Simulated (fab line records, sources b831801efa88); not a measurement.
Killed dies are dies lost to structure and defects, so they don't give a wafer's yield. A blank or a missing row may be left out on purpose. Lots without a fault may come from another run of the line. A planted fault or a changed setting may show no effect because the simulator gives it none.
Chamber matching | flow sky130 | SKY_SONOS_ONO_ETCH_15 on rie_diel-04: 4 sister chambers
The step etches the open film in CHF3/O2, target depth 19.52 nm, time 7.8 s. 16 wafers are shown with their chamber, then 8 later ones without.

WAFERS WITH THEIR CHAMBER
wafer  | chamber | oes_product_au (a.u.) | throttle_valve_pct (%)
L597.2 | 3       | 0.996                 | 8.832
L597.3 | 0       | 0.979                 | 8.821
L597.5 | 2       | 0.988                 | 8.804
L598.2 | 1       | 0.984                 | 8.815
L598.3 | 3       | 1.007                 | 8.801
L598.4 | 2       | 0.986                 | 8.810
L600.1 | 1       | 0.989                 | 8.808
L600.3 | 2       | 0.992                 | 8.821
L600.6 | 0       | 0.999                 | 8.826
L604.1 | 0       | 1.004                 | 8.821
L604.3 | 2       | 0.978                 | 8.812
L604.6 | 0       | 0.998                 | 8.830
L606.1 | 1       | 0.992                 | 8.822
L606.3 | 0       | 1.004                 | 8.834
L606.4 | 2       | 1.000                 | 8.819
L611.1 | 1       | 0.984                 | 8.836

SIGNATURES (means of the wafers above)
reading            | chamber 0 | chamber 1 | chamber 2 | chamber 3 | scatter within a chamber
oes_product_au     | 0.99680   | 0.98725   | 0.98880   | 1.00150   | 0.00814
throttle_valve_pct | 8.82640   | 8.82025   | 8.81320   | 8.81650   | 0.0101
Rule: a wafer's distance from a chamber is the root of the sum, over the readings, of the square of ((its reading less the chamber's mean) divided by the reading's scatter). The wafer belongs to the nearest chamber; if the next one is less than 2 further off, it can't be placed. The scatter: the root of (the sum of the squares of (reading less its chamber's mean) over the shown wafers, divided by (wafers less chambers)).

WAFERS WITHOUT THEIR CHAMBER
wafer  | oes_product_au (a.u.) | throttle_valve_pct (%)
L611.4 | 0.999                 | 8.832
L611.6 | 0.982                 | 8.814
L616.1 | 0.987                 | 8.835
L616.4 | 0.990                 | 8.813
L616.5 | 0.980                 | 8.812
L617.1 | 0.987                 | 8.822
L617.2 | 1.008                 | 8.825
L617.5 | 1.008                 | 8.829

WHICH CHAMBER EACH WENT THROUGH
wafer  | from the rows above               | in truth
L611.4 | can't be placed: 0 or 3 or 1 or 2 | 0
L611.6 | can't be placed: 2 or 1 or 0 or 3 | 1
L616.1 | can't be placed: 1 or 0 or 2 or 3 | 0
L616.4 | can't be placed: 2 or 1 or 3 or 0 | 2
L616.5 | can't be placed: 2 or 1 or 0 or 3 | 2
L617.1 | can't be placed: 1 or 2 or 0 or 3 | 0
L617.2 | can't be placed: 3 or 0 or 1 or 2 | 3
L617.5 | can't be placed: 0 or 3 or 1 or 2 | 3
Placed correctly: 0 of 8. Can't be placed from these rows: 8 (the true chamber is among the candidates in 8). Placed wrongly: 0.
